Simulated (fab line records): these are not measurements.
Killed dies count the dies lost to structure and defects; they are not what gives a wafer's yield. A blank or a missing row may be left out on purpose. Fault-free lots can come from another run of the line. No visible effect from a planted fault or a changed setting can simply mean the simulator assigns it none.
A lot that was struck, set against a sound lot / flow sky130 / 14 steps out of a route of 708
Sound: the wafers L367.1, L367.4, L367.5. Wafers L377.4, L377.5, L377.6 were the ones struck. At the end, the cause is stated.
For every step that has rows: the tool of each side, followed by ch and its chambers, followed by its first start. Under that, the readings that differ: sound wafers / struck wafers / difference of the means / sigmas: that difference in standard deviations of wafers without a fault.
alike: a reading whose means differ by less than 2 such deviations, as well as words and numbers matching on both sides. not compared: withheld readings; readings where some wafer has no value; bounds like >300 that might hide an equal value; numbers whose values overlap and for which the record gives no deviation.
A row with sigmas, a row that says differs or no value, or rows on one side alone: a step with any of these is where the two part. Numbers that don't overlap but have no deviation are shown without sigmas and don't part them. A reading that every wafer of one side lacks parts them only if that side has two wafers or more.

first, 2 steps without rows for these wafers: SKY_VT_ADJUST_PCH_PEB_05; SKY_VT_ADJUST_PCH_DEVELOP_06 (develop time 60 s).
SKY_VT_ADJUST_PCH_OVL_MEAS_07:
  sound: overlay-02 at day 12 06:37; struck: overlay-01 at day 15 20:55
  alike: VT_ADJUST_PCH_OVL
following that, these wafers have no rows for 1 step: SKY_VT_ADJUST_PCH_IMPLANT_08.
SKY_VT_ADJUST_PCH_STRIP_09: strips in O2/N2.
  sound on plasma-asher-03 ch 0, day 12 06:49; struck on plasma-asher-03 ch 0,1, day 15 21:07
  alike: drypump-motor-current-A, n2-flow-sccm, oes-product-au, strip-time-to-endpoint-s
  not compared: rf-hours-counter-h
SKY_VT_ADJUST_PCH_TW_MEAS_10:
  sound: film-metro-01 at day 12 06:55; struck: film-metro-04 at day 15 21:13
  alike: VT_ADJUST_PCH_TW
then, 6 steps without rows for these wafers: SKY_SONOS_TUNNEL_DEHYDRATE_00 (time 60 s); SKY_SONOS_TUNNEL_HMDS_01 (prime time 60 s); SKY_SONOS_TUNNEL_COAT_02 (resist thk 1140 nm); SKY_SONOS_TUNNEL_SOFTBAKE_03 (time 60 s); SKY_SONOS_TUNNEL_EXPOSE_04 (exposes mask TUNM, target cd 410 nm); SKY_SONOS_TUNNEL_PEB_05.
SKY_SONOS_TUNNEL_DEVELOP_06: develop time 60 s.
  sound on litho-track-01 ch 0, day 13 06:45; struck on litho-track-02, day 17 01:00
  no value came back on the struck wafers for chill-plate-temp-C (C), develop-time-s (s); on the sound wafers chill-plate-temp-C (C) reads 23.00 23.04 23.07
SKY_SONOS_TUNNEL_CD_MEAS_07: target cd 410 nm.
  sound: cd-sem-01 at day 13 06:54; struck: cd-sem-02 at day 17 01:08
reading=cd-nm (nm); sound=410.2 410.5 410.2; struck=- - -; difference=no value on the struck wafers; sigmas=

== WHERE THEY PART ==
Last at SKY_SONOS_TUNNEL_CD_MEAS_07 as far as this record goes, first at SKY_SONOS_TUNNEL_DEVELOP_06.

WHY: what had been put in by the simulator
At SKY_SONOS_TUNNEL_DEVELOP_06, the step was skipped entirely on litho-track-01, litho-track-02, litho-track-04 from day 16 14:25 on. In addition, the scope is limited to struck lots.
